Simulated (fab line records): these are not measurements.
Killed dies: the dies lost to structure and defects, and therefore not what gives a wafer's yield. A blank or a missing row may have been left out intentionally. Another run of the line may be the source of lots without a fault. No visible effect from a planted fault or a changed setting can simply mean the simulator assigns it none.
Which tool is to blame? ; flow gf180mcu ; 6 lots, 18 wafers sampled, at 3 steps of a route of 602

== WHAT EACH GAUGE READ, for each wafer ==
GF_V5_THK_MEAS_03.
lot;measured;on;V5_CVD_02_THK (nm)
L228;day 26 23:20;film metro-03;1450 1464 1478
L235;day 29 06:10;film metro-04;1331 1336 1350
L238;day 29 22:48;film metro-04;1418 1419 1448
L244;day 31 19:12;film metro-04;1430 1461 1464
L246;day 32 08:13;film metro-03;1441 1490 1460
L248;day 32 20:35;film metro-04;1428 1428 1422

== WHAT TOOL EACH LOT RAN ON (gives the tool, then ch and the chambers of the sampled wafers, and finally the start) ==
lot;GF_MIM_SPUTTER_00;GF_V5_CVD_02
L228;pvd sputter-04, day 25 03:19;pecvd-04 ch 1,2, day 26 23:10
L235;pvd sputter-04, day 27 12:45;pecvd-03 ch 0,2, day 29 06:03
L238;pvd sputter-03, day 28 07:12;pecvd-04 ch 0,1, day 29 22:41
L244;pvd sputter-02, day 30 05:40;pecvd-02 ch 0,1,2, day 31 19:06
L246;pvd sputter-02, day 30 19:53;pecvd-02 ch 0,2, day 32 08:06
L248;pvd sputter-04, day 31 09:25;pecvd-04 ch 0,1,2, day 32 20:29
- GF_MIM_SPUTTER_00: material Ti, target thk 37.5 nm, time 150 s.
- GF_V5_CVD_02: deposits SiO2 from TEOS, target thk 1450 nm, time 163.28 s.

== THE ANSWER, worked out from the rows above alone ==
Rule: usual is defined by the lots themselves. Put in order of their means at a reading, lots are off if they are a third of the lots or fewer, leave a main group of 4 or more, and stand apart from it by a gap of 3 or more times the standard deviation of the main group's means; of several such gaps the widest counts. A main group is skipped when, at the precision printed for the reading in the tables above, its means are all equal. A lot without any number at a reading at which 4 lots or more have one is off too. All remaining lots with rows at the step are treated as sound.
Off: L235, at GF_V5_THK_MEAS_03 (V5_CVD_02_THK). The main group has a mean of 1447 nm with a standard deviation of 17.
If a tool, at a process step before that reading, ran all the lots that are off and no sound lot after the first of them, it fits. Those tools and the gauges at GF_V5_THK_MEAS_03 are tried in the same way. One fits: pecvd-03 at GF_V5_CVD_02. It ran no sound lot before its first lot that is off in this sample, so the start can't be narrowed down.

== WHAT HAD BEEN PUT IN BY THE SIMULATOR ==
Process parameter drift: pecvd-03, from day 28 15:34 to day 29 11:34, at GF_V5_CVD_02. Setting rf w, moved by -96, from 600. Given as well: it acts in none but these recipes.
Struck lots among those shown: L235. The rule above found the same.
